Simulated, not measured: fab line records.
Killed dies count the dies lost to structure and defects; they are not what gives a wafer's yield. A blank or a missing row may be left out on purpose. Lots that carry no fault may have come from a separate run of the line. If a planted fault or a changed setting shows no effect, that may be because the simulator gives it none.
A lot that was struck, set against a sound lot	flow sky130	18 out of 708 route steps
Sound: wafers L157.2, L157.4, L157.5. Wafers struck: L162.1, L162.2, L162.4. Last of all comes the cause.
For every step that has rows: the tool of each side, followed by ch and its chambers, followed by its first start. Under that, the readings that differ: sound wafers	struck wafers	difference of the means	sigmas: that difference in standard deviations of wafers without a fault.
alike: readings whose means differ by less than 2 such deviations, and words and numbers that are the same on both sides. not compared: withheld readings, readings that some wafer has no value for, bounds like >300 that may hide the same value, and numbers for which the record gives no deviation and whose values overlap.
The two part at a step that has a row with sigmas, a row that says differs or no value, or rows on one side only. Non-overlapping numbers with no deviation appear without sigmas and do not part them. A reading that every wafer of one side lacks parts them only if that side has two wafers or more.

first, 6 steps without rows for these wafers: SKY_LDD_N_IMPLANT_10; SKY_LDD_N_IMPLANT_11; SKY_LDD_N_IMPLANT_12; SKY_LDD_N_IMPLANT_13; SKY_LDD_N_IMPLANT_14; SKY_LDD_N_IMPLANT_15.
SKY_LDD_N_STRIP_16: strips in O2/N2.
  sound on plasma asher-04 ch 0,1, day 20 22:32; struck on plasma asher-04 ch 0,1, day 22 12:05
  alike: drypump motor current A, oes product au, strip time to endpoint s
  not compared: rf hours counter h
SKY_LDD_N_TW_MEAS_17:
  sound on film metro-02 at day 20 22:39; struck on film metro-01 at day 22 12:11
  alike: LDD_N_TW
then, 4 steps without rows for these wafers: SKY_LDD_P_DEHYDRATE_00 (time 60 s); SKY_LDD_P_HMDS_01 (prime time 60 s); SKY_LDD_P_COAT_02 (resist thk 1140 nm); SKY_LDD_P_SOFTBAKE_03 (time 60 s).
SKY_LDD_P_EXPOSE_04: exposes mask PSDM, target cd 380 nm.
  sound on iline stepper-01 ch 0, day 21 13:14; struck on iline stepper-02 ch 0, day 23 03:44
reading	sound	struck	difference	sigmas
model.LDD_P.overlay x nm (nm)	-0.105 -0.105 -0.105	115.9 115.9 115.9	+116.0	
  alike: mask
then, 2 steps without rows for these wafers: SKY_LDD_P_PEB_05; SKY_LDD_P_DEVELOP_06 (develop time 60 s).
SKY_LDD_P_CD_MEAS_07 targets a cd of 380 nm.
  sound on cd sem-01 at day 22 04:48; struck on cd sem-02 at day 23 17:53
  alike: cd nm
SKY_LDD_P_OVL_MEAS_08:
  sound on overlay-02 at day 22 04:55; struck on overlay-02 at day 23 18:12
reading	sound	struck	difference	sigmas
LDD_P_OVL (nm)	-0.5 -0.9 0.8	116.5 113.7 114.9	+115.2	+72
  not compared: hold
SKY_PAD_OPEN_PROBE_99:
  sound wafers here have rows in the record (prober-01, day 47 16:20); struck ones have none

## WHERE THEY PART
First at SKY_LDD_P_OVL_MEAS_08; last, within this record, at SKY_PAD_OPEN_PROBE_99.

WHY: what had been put in by the simulator
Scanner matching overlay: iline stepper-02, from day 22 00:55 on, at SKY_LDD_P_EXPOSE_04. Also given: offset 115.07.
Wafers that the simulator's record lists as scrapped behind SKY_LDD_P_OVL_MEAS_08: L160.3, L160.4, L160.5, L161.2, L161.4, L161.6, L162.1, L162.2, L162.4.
